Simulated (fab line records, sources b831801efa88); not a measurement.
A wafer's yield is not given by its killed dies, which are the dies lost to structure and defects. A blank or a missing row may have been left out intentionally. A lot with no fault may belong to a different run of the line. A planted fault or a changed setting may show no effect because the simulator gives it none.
Code-filled problem report in 8D (eight disciplines) form    flow gf180mcu    the parts of the form that need people (team, actions taken, sign-off) are left out

== 1. THE ISSUE ==
Wafers free of any fault read 300 nm (standard deviation 3.4) for V5_CVD_00_THK at GF_V5_THK_MEAS_01, against a mean of 252 nm on 6 wafers of 2 lots. Measured from the usual mean, that is -14 standard deviations.
First observed at day 30 08:04: wafer L340.1, on film-metro-01. The record holds 36 wafers of 12 lots with a number at this step. Rule for "out" (also "out of limits"): further than 4 standard deviations from the usual mean. Any other wafer with a number is counted as sound.

== 2. WHAT IT IS, WHAT IT ISN'T ==
question                     is                      is not
which readings at this step  V5_CVD_00_THK           -
which lots                   L340, L341              L327, L328, L329, L331, L333, L334, L335, L337, L338, L347
which wafers of those lots   all that have a number  -
read on which gauges         film-metro-01           film-metro-02, film-metro-04
when                         from day 30 08:04       up to then (27 sound wafers); but 3 sound wafers of L347 came after

== 3. THE SUSPECTS, EACH WITH WHAT RULES IT OUT ==
Counting: a tool stays on the suspect list if, at a process step up to the reading, it processed all lots that are out and no sound lot following the first of them.
- the gauge at GF_V5_THK_MEAS_01: ruled out. All the wafers that are out were read on film-metro-01, but those of them that GF_V5_CVD_00 has rows for are out there too, on other tools.
- plasma-asher-02 at GF_VT_IMPLANT_STRIP_42 (strips in O2/N2): kept. It processed each lot that is out, first L340 at day 11 04:38, and no sound lot thereafter; up to then, the last sound lot it processed was L328 at day 7 20:16.
- hdpcvd-02 at GF_V5_CVD_00 (deposits SiO2, target thk 300 nm, time 50 s): kept. It processed each lot that is out, first L340 at day 30 08:01, and no sound lot thereafter; up to then, the last sound lot it processed was L337 at day 29 17:10. Its own sih4-flow-sccm readings are out on those wafers.
Remaining after the count are plasma-asher-02 at GF_VT_IMPLANT_STRIP_42 and hdpcvd-02 at GF_V5_CVD_00.

== 4. THE CAUSE (what the simulator had put in) ==
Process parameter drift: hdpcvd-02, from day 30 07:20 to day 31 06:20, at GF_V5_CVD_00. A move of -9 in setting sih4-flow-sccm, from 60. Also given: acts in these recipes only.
Counting left 2 suspects, and this tool is among them.

== 5. THE CHAIN OF EFFECTS, in route order ==
Each row: a reading where the mean over the struck wafers with a number is more than 3 standard deviations away from the usual. Only readings for which the record gives a usual standard deviation are gone through. hours: the time from each lot's start at the first step in this table that gives one to its start at this step, as a median over the lots. sigmas: the change in usual standard deviations.
hours  step               reading         usual       on struck wafers  change  sigmas
0      GF_V5_CVD_00       sih4-flow-sccm  60.00 sccm  50.90             -9.10   -57
0      GF_V5_THK_MEAS_01  V5_CVD_00_THK   300 nm      252               -48     -14
Its process steps:
- GF_V5_CVD_00: deposits SiO2, target thk 300 nm, time 50 s.
Later steps that measure or inspect, where all struck wafers having a row at the step show a number for every such reading and not one has moved that far: GF_V5_THK_MEAS_03.

== 6. WHAT WOULD HAVE CAUGHT IT SOONER ==
In this record the first reading out of limits at a measuring or inspecting step was taken at day 30 08:04, 1 hour after the fault began at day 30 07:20.
Tool's own readings at GF_V5_CVD_00, sih4-flow-sccm: out on all struck wafers the step has rows for; an alarm limit on them would have tripped on the first.
Lots out: 2; of these, L341 started GF_V5_CVD_00 on hdpcvd-02 after day 30 08:04. Had the tool been put on hold then, it would have been spared.
